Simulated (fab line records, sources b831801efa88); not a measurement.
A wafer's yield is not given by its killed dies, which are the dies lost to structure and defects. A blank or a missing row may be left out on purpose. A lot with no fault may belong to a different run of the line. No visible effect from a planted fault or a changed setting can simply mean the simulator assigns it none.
Check of tool commonality + flow sky130 + Sample size 12 lots and 36 wafers

## REASON FOR OPENING
SKY_VT_ADJUST_HVTR_TW_MEAS_11, reading VT_ADJUST_HVTR_TW: flagged on 3 of 12 lots. No-fault wafers: 211.6, standard deviation 1.1.
Rule: flag the lot when none of its wafers has a number, or when each of its wafers that has one lies beyond 4 standard deviations from that mean. All remaining lots are regarded as sound.

| lot  | measured     | on            | VT_ADJUST_HVTR_TW, wafer by wafer | flag    |
|------|--------------|---------------|-----------------------------------|---------|
| L590 | day 9 20:10  | film-metro-01 | 212.0 212.0 213.2                 |         |
| L592 | day 10 08:46 | film-metro-03 | 210.9 210.8 209.4                 |         |
| L593 | day 10 17:11 | film-metro-02 | 213.9 214.3 213.4                 |         |
| L594 | day 10 21:08 | film-metro-01 | 212.4 213.4 213.2                 |         |
| L596 | day 11 14:59 | film-metro-02 | 212.0 210.3 211.0                 |         |
| L597 | day 11 15:56 | film-metro-01 | 168.4 169.4 168.9                 | FLAGGED |
| L599 | day 12 16:25 | film-metro-01 | 170.2 170.1 170.0                 | FLAGGED |
| L600 | day 13 04:34 | film-metro-02 | 170.1 169.5 169.5                 | FLAGGED |
| L604 | day 14 05:08 | film-metro-03 | 211.1 210.8 211.4                 |         |
| L607 | day 15 01:05 | film-metro-02 | 213.2 211.9 212.1                 |         |
| L609 | day 15 17:39 | film-metro-01 | 209.2 212.2 210.3                 |         |
| L612 | day 16 18:32 | film-metro-01 | 212.4 211.9 211.5                 |         |
On average the flagged lots' numbers are 169.6, which is -42.0 against the usual, or -38 standard deviations.

## TOOL THAT RAN EACH LOT
Before the reading, the record contains 2 process steps out of a 708-step route. In each cell: the tool, then ch and the chambers that the sampled wafers went through, then the start.
| lot  | flag    | SKY_PWDE_STRIP_09                   | SKY_VT_ADJUST_HVTR_IMPLANT_09   |
|------|---------|-------------------------------------|---------------------------------|
| L590 |         | plasma-asher-03 ch 0,1, day 4 03:02 | implanter-03 ch 0, day 9 19:56  |
| L592 |         | plasma-asher-02 ch 0,1, day 4 13:02 | implanter-02 ch 0, day 10 08:32 |
| L593 |         | plasma-asher-04 ch 0,1, day 4 21:14 | implanter-03 ch 0, day 10 16:47 |
| L594 |         | plasma-asher-03 ch 0,1, day 4 23:30 | implanter-04 ch 0, day 10 20:54 |
| L596 |         | plasma-asher-04 ch 0,1, day 5 10:40 | implanter-04 ch 0, day 11 14:44 |
| L597 | FLAGGED | plasma-asher-04 ch 0,1, day 5 14:41 | implanter-04 ch 0, day 11 15:41 |
| L599 | FLAGGED | plasma-asher-02 ch 0,1, day 6 06:14 | implanter-04 ch 0, day 12 16:12 |
| L600 | FLAGGED | plasma-asher-02 ch 0,1, day 6 16:14 | implanter-04 ch 0, day 13 04:20 |
| L604 |         | plasma-asher-03 ch 0,1, day 7 11:04 | implanter-03 ch 0, day 14 04:53 |
| L607 |         | plasma-asher-04 ch 0,1, day 8 02:52 | implanter-02 ch 0, day 15 00:50 |
| L609 |         | plasma-asher-04 ch 0,1, day 8 14:15 | implanter-03 ch 0, day 15 17:25 |
| L612 |         | plasma-asher-04 ch 0,1, day 9 09:17 | implanter-02 ch 0, day 16 18:17 |
What the steps here do:
- SKY_PWDE_STRIP_09: strips in O2/N2.
- SKY_VT_ADJUST_HVTR_IMPLANT_09
- SKY_VT_ADJUST_HVTR_TW_MEAS_11

## FLAGGED AGAINST TOTAL, ONE TOOL AT A TIME (gauges that did the reading follow at the end)
| step                          | tool            | lots run | flagged | share of the flagged lots | sound lots run after its first flagged lot |
|-------------------------------|-----------------|----------|---------|---------------------------|--------------------------------------------|
| SKY_PWDE_STRIP_09             | plasma-asher-02 | 3        | 2       | some                      | 0                                          |
| SKY_PWDE_STRIP_09             | plasma-asher-03 | 3        | 0       | none                      | -                                          |
| SKY_PWDE_STRIP_09             | plasma-asher-04 | 6        | 1       | some                      | 3 (L607,L609,L612)                         |
| SKY_VT_ADJUST_HVTR_IMPLANT_09 | implanter-02    | 3        | 0       | none                      | -                                          |
| SKY_VT_ADJUST_HVTR_IMPLANT_09 | implanter-03    | 4        | 0       | none                      | -                                          |
| SKY_VT_ADJUST_HVTR_IMPLANT_09 | implanter-04    | 5        | 3       | all                       | 0                                          |
| SKY_VT_ADJUST_HVTR_TW_MEAS_11 | film-metro-01   | 6        | 2       | some                      | 2 (L609,L612)                              |
| SKY_VT_ADJUST_HVTR_TW_MEAS_11 | film-metro-02   | 4        | 1       | some                      | 1 (L607)                                   |
| SKY_VT_ADJUST_HVTR_TW_MEAS_11 | film-metro-03   | 2        | 0       | none                      | -                                          |

## WHAT IS ALLOWED BY THE TABLE
1 row of the table ran every flagged lot: implanter-04 at SKY_VT_ADJUST_HVTR_IMPLANT_09.
- implanter-04 at SKY_VT_ADJUST_HVTR_IMPLANT_09: 3 of its 5 lots flagged. A fault beginning between L596 (day 11 14:44), its last sound lot, and L597 (day 11 15:41), its first flagged one, fits the data. Its own readings lie more than 4 standard deviations out on every wafer of the flagged lots: dose-ions-cm2, faraday-current-uA.
Left over: one tool, implanter-04 at SKY_VT_ADJUST_HVTR_IMPLANT_09.

## WHAT THE SIMULATOR HAD INSERTED
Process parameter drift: implanter-04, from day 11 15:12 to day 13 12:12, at SKY_VT_ADJUST_HVTR_IMPLANT_09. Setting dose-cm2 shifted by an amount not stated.
Shown lots that were struck: L597, L599, L600. This agrees with what the rule above found.
